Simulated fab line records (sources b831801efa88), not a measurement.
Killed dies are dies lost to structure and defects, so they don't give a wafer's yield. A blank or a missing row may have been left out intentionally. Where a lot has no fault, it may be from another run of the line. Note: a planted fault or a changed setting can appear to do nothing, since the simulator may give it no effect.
fab line records	flow sfq_line	part 2 of 2: steps 28 to 39 of 39
record lots=5	wafers=15	last_day=92
route steps=325 shown JJ@186 M5@198 A5B@209 R5@212
lots with no fault: from the same line, run without faults
start_h: the number of hours between the record's first day and the start of the first shown wafer of the lot	wait_h: how many hours have passed since the lot's step before this one	" identical to the entry in the row above	L1.1+2: a row that stands for several wafers	- no value, or no start given	* or withheld: withheld	< > ~ a bound
route shown NAME@n: names a module that has steps shown in the file, with the first one's number in the route	usual: mean/standard deviation taken from wafers without a fault	same: alike in all rows	chamber/n: place in a boat	sites: per-site readings	_std_site: the standard deviation of these	_edge_site: inner sites' mean taken away from outer sites' mean	radius_mm: how far each site lies from the wafer's centre	mask NAME#n: copy n	behind: the most recent tool/chamber to have shaped the wafer	hold: reason for holding the lot/hours on hold/outcome of the hold	device: which transistor (n, p or np) failed to switch	end of line: the route-end tests of the same wafers	where a step has no rows: the recipe by itself	killed: at the first sort, the dies lost to defects and structure; wafer yield is something else	map: the dies of a wafer, with x for killed, . for not killed, _ for no die there
set.NAME: setting as actually run; set.NAME@STEP: the setting as run at that earlier step	model.NAME: the simulator's own value behind a step, which no gauge read
lots at selected steps of the route; one table per step, one row per wafer
services: a tool's chamber out of use, with start hour (start_h, from the record's first day; less than 0 if before it), hours out, and reason
## steps
# step SFQ_TRILAYER_R5_DEP_SPUTTER_133
# recipe material=MoNx	base_pressure_pa=1.33e-06	target_thk_nm=40	power_w=1000	time_s=66.7	chamber_pressure_pa=0.4
# usual base_pressure_pa=1.34e-06/8.9e-08	cathode_dc_power_W=1000.0/0.17	chamber_pressure_pa=0.4001/0.00077	throttle_valve_pct=29.7/0.74
lot.wafer	tool	chamber	start_h	wait_h	base_pressure_pa	cathode_dc_power_W	chamber_pressure_pa	throttle_valve_pct
L079.1	pvd_sputter-04	-	1668.78	0.0	1.29e-06	1000.1	0.3998	29.0
L079.5	"	-	"	"	1.27e-06	999.79	0.4003	29.3
L079.6	"	-	"	"	1.37e-06	1000.3	0.3999	30.8
L087.1	pvd_sputter-04	-	1686.18	0.0	1.34e-06	999.73	0.4005	29.4
L087.2	"	-	"	"	1.36e-06	1000.1	0.4010	28.9
L087.3	"	-	"	"	1.29e-06	1000.2	0.3997	29.0
L088.1	pvd_sputter-05	-	1686.78	0.0	1.32e-06	1000.0	0.3995	29.7
L088.3	"	-	"	"	1.32e-06	1000.3	0.4001	30.4
L088.4	"	-	"	"	1.37e-06	999.62	0.4016	30.4
L089.1	pvd_sputter-05	-	1759.16	0.0	1.36e-06	1000.2	0.4008	29.7
L089.2	"	-	"	"	1.14e-06	999.95	0.4000	29.0
L089.6	"	-	"	"	1.42e-06	999.84	0.3998	29.3
L096.3	pvd_sputter-06	-	1817.35	0.0	1.32e-06	999.83	0.4008	28.8
L096.4	"	-	"	"	1.3e-06	999.67	0.4008	29.9
L096.5	"	-	"	"	1.28e-06	999.72	0.4007	28.9
# step SFQ_TRILAYER_R5_DEP_SPUTTER_134
# recipe material=Ti	base_pressure_pa=1.33e-06	target_thk_nm=5	power_w=2000	time_s=5	chamber_pressure_pa=0.4
# usual base_pressure_pa=1.34e-06/8.5e-08	cathode_dc_power_W=1999.9/0.34	chamber_pressure_pa=0.3999/0.00081	throttle_valve_pct=29.7/0.73
lot.wafer	tool	chamber	start_h	wait_h	base_pressure_pa	cathode_dc_power_W	chamber_pressure_pa	throttle_valve_pct
L079.1	pvd_sputter-04	-	1668.83	0.0	1.49e-06	2000.0	0.3994	28.7
L079.5	"	-	"	"	1.43e-06	1999.5	0.4001	29.0
L079.6	"	-	"	"	1.37e-06	1999.9	0.4000	30.7
L087.1	pvd_sputter-04	-	1686.23	0.0	1.24e-06	1999.8	0.4002	29.4
L087.2	"	-	"	"	1.34e-06	2000.2	0.3996	28.7
L087.3	"	-	"	"	1.31e-06	1999.3	0.4000	29.1
L088.1	pvd_sputter-05	-	1686.83	0.0	1.33e-06	1999.2	0.4001	29.5
L088.3	"	-	"	"	1.23e-06	2000.0	0.3982	30.4
L088.4	"	-	"	"	1.31e-06	1999.8	0.4017	30.1
L089.1	pvd_sputter-05	-	1759.21	0.0	1.29e-06	1999.7	0.3995	29.7
L089.2	"	-	"	"	1.21e-06	2000.4	0.4003	29.2
L089.6	"	-	"	"	1.54e-06	1999.9	0.3999	29.2
L096.3	pvd_sputter-06	-	1817.40	0.0	1.29e-06	1999.9	0.4002	28.8
L096.4	"	-	"	"	1.23e-06	1999.8	0.4010	30.0
L096.5	"	-	"	"	1.31e-06	1999.4	0.4000	29.0
# step SFQ_R5_RS_MEAS_933
# recipe thk_meas_gauge=four-point-probe	reads=Ti_of_TRILAYER_R5_DEP_SPUTTER_134+MoNx_of_TRILAYER_R5_DEP_SPUTTER_133+Ti_of_TRILAYER_R5_DEP_SPUTTER_132
# usual R5_MONX_RS=7.03/0.067
lot.wafer	tool	chamber	start_h	wait_h	R5_MONX_RS[ohm/sq]
L079.1	film_metro-01	-	1668.85	0.0	7.02
L079.5	"	-	"	"	7.09
L079.6	"	-	"	"	7.04
L087.1	film_metro-03	-	1686.25	0.0	7.09
L087.2	"	-	"	"	7.02
L087.3	"	-	"	"	7.12
L088.1	film_metro-01	-	1686.85	0.0	6.98
L088.3	"	-	"	"	7.00
L088.4	"	-	"	"	7.01
L089.1	film_metro-03	-	1759.23	0.0	6.99
L089.2	"	-	"	"	6.97
L089.6	"	-	"	"	6.92
L096.3	film_metro-03	-	1817.46	0.0	7.09
L096.4	"	-	"	"	7.09
L096.5	"	-	"	"	7.10
# step SFQ_R5_THK_MEAS_934
# recipe thk_meas_gauge=xrf	reads=MoNx_of_TRILAYER_R5_DEP_SPUTTER_133
# usual R5_MONX_THK=39.7/0.42
lot.wafer	tool	chamber	start_h	wait_h	R5_MONX_THK[nm]
L079.1	film_metro-01	-	1668.97	0.1	39.8
L079.5	"	-	"	"	39.2
L079.6	"	-	"	"	39.7
L087.1	film_metro-03	-	1686.37	0.1	39.1
L087.2	"	-	"	"	39.9
L087.3	"	-	"	"	39.0
L088.1	film_metro-01	-	1686.97	0.1	40.2
L088.3	"	-	"	"	40.1
L088.4	"	-	"	"	39.9
L089.1	film_metro-03	-	1759.35	0.1	40.0
L089.2	"	-	"	"	40.0
L089.6	"	-	"	"	40.1
L096.3	film_metro-03	-	1817.56	0.1	39.2
L096.4	"	-	"	"	39.3
L096.5	"	-	"	"	39.3
# step SFQ_TRILAYER_R5_LITHO_COAT_141
# recipe resist=BARC	spin_rpm=3000	resist_thk_nm=62
lot.wafer	tool	chamber	start_h	wait_h
L079.1+5+6	litho_track-01	0	1669.03	0.1
L087.1+2+3	litho_track-03	0	1686.43	0.1
L088.1+3+4	litho_track-01	0	1687.03	0.1
L089.1+2+6	litho_track-02	0	1759.41	0.1
L096.3+4+5	litho_track-02	0	1817.70	0.1
# step SFQ_TRILAYER_R5_LITHO_COAT_136
# recipe resist=KrF	spin_rpm=3000	resist_thk_nm=600
lot.wafer	tool	chamber	start_h	wait_h
L079.1+5+6	litho_track-01	0	1669.33	0.2
L087.1+2+3	litho_track-03	0	1686.73	0.2
L088.1+3+4	litho_track-01	0	1687.33	0.2
L089.1+2+6	litho_track-02	0	1759.71	0.2
L096.3+4+5	litho_track-02	0	1818.00	0.2
# step SFQ_TRILAYER_R5_LITHO_SOFTBAKE_140
# recipe temp_c=withheld	time_s=withheld	resist=KrF
lot.wafer	tool	chamber	start_h	wait_h
L079.1+5+6	litho_track-01	0	1669.63	0.2
L087.1+2+3	litho_track-03	0	1687.03	0.2
L088.1+3+4	litho_track-01	0	1687.63	0.2
L089.1+2+6	litho_track-02	0	1760.01	0.2
L096.3+4+5	litho_track-02	0	1818.25	0.2
# step SFQ_TRILAYER_R5_LITHO_EXPOSE_137
# recipe mask_id=R5	na=0.6	source_shape=conventional	sigma_outer=0.65	target_cd_nm=500	dose_mj=14.4
lot.wafer	tool	chamber	start_h	wait_h	mask
L079.1+5+6	krf_scanner-01	0	1768.65	-	R5#0
L087.1+2+3	krf_scanner-01	0	1785.45	-	R5#0
L088.1+3+4	krf_scanner-01	0	1786.65	-	R5#0
L089.1+2+6	krf_scanner-01	0	1852.67	-	R5#0
L096.3+4+5	krf_scanner-01	0	1916.34	-	R5#0
# step SFQ_TRILAYER_R5_LITHO_PEB_139
# recipe peb_temp_c=115	peb_time_s=60	resist=KrF
lot.wafer	tool	chamber	start_h	wait_h
L079.1+5+6	litho_track-03	0	1769.85	1.0
L087.1+2+3	litho_track-03	0	1786.65	1.0
L088.1+3+4	litho_track-02	0	1787.85	1.0
L089.1+2+6	litho_track-02	0	1853.87	1.0
L096.3+4+5	litho_track-01	0	1917.19	0.7
# step SFQ_TRILAYER_R5_LITHO_DEVELOP_138
# recipe time_s=60	resist=KrF
lot.wafer	tool	chamber	start_h	wait_h
L079.1+5+6	litho_track-03	0	1770.00	0.1
L087.1+2+3	litho_track-03	0	1786.80	0.1
L088.1+3+4	litho_track-02	0	1788.00	0.1
L089.1+2+6	litho_track-02	0	1854.02	0.1
L096.3+4+5	litho_track-01	0	1917.34	0.1
# step SFQ_R5_OVL_MEAS_935
# usual R5_OVL=3/5
lot.wafer	tool	chamber	start_h	wait_h	R5_OVL[nm]
L079.1	overlay-01	-	1770.15	0.1	0
L079.5	"	-	"	"	7
L079.6	"	-	"	"	7
L087.1	overlay-01	-	1786.95	0.1	2
L087.2	"	-	"	"	5
L087.3	"	-	"	"	4
L088.1	overlay-01	-	1788.15	0.1	5
L088.3	"	-	"	"	8
L088.4	"	-	"	"	11
L089.1	overlay-01	-	1854.17	0.1	-5
L089.2	"	-	"	"	-2
L089.6	"	-	"	"	-1
L096.3	overlay-01	-	1917.45	0.1	-7
L096.4	"	-	"	"	-6
L096.5	"	-	"	"	-4
# step SFQ_TRILAYER_R5_BARC_OPEN_METAL_ETCH_177
# recipe mask_material=PR	chemistry=O2	target_depth_nm=125	target=BARC	icp_w=600	bias_w=80	pressure_mtorr=10	time_s=41.7
# usual drypump_motor_current_A=5.52/0.23	oes_product_au=0.685/0.0047
lot.wafer	tool	chamber	start_h	wait_h	drypump_motor_current_A	oes_product_au	rf_hours_counter_h
L079.1	rie_metal-01	1	1770.18	0.0	5.73	0.684	76
L079.5	"	1	"	"	5.73	0.687	-
L079.6	"	0	"	"	5.81	0.683	-
L087.1	rie_metal-04	1	1786.98	0.0	5.35	0.682	52
L087.2	"	0	"	"	5.17	0.686	67
L087.3	"	0	"	"	5.17	0.688	-
L088.1	rie_metal-01	1	1788.18	0.0	5.70	0.693	79
L088.3	"	0	"	"	5.83	0.685	-
L088.4	"	1	"	"	5.73	0.684	-
L089.1	rie_metal-03	0	1854.21	0.0	5.60	0.682	44
L089.2	"	1	"	"	5.33	0.688	61
L089.6	"	0	"	"	5.56	0.691	-
L096.3	rie_metal-03	0	1917.49	0.0	5.63	0.686	-
L096.4	"	1	"	"	5.31	0.684	-
L096.5	"	0	"	"	5.56	0.689	-
## services
tool	chamber	start_h	hours	kind
krf_scanner-01	-	1446.83	1.3	pm
rie_metal-01	-	1455.44	1.6	repair
krf_scanner-01	-	1456.53	0.8	pm
krf_scanner-01	-	1457.28	0.8	pm
krf_scanner-01	-	1489.49	1.0	pm
krf_scanner-01	-	1521.48	4.4	pm
rie_metal-01	-	1539.04	2.8	pm
rie_metal-01	1	1563.84	4.7	repair
krf_scanner-01	-	1589.25	3.6	pm
krf_scanner-01	-	1591.54	1.0	repair
krf_scanner-01	-	1609.54	0.7	repair
krf_scanner-01	-	1621.85	1.3	pm
krf_scanner-01	-	1625.64	0.8	pm
krf_scanner-01	-	1650.61	4.0	pm
krf_scanner-01	-	1657.85	1.0	pm
rie_metal-01	-	1698.26	0.3	repair
krf_scanner-01	-	1729.40	0.7	repair
rie_metal-01	-	1767.01	1.8	repair
krf_scanner-01	-	1795.05	0.8	pm
rie_metal-03	-	1796.92	0.3	repair
krf_scanner-01	-	1798.67	1.3	pm
krf_scanner-01	-	1827.20	1.0	pm
rie_metal-01	-	1850.55	1.1	repair
rie_metal-03	-	1873.90	2.8	pm
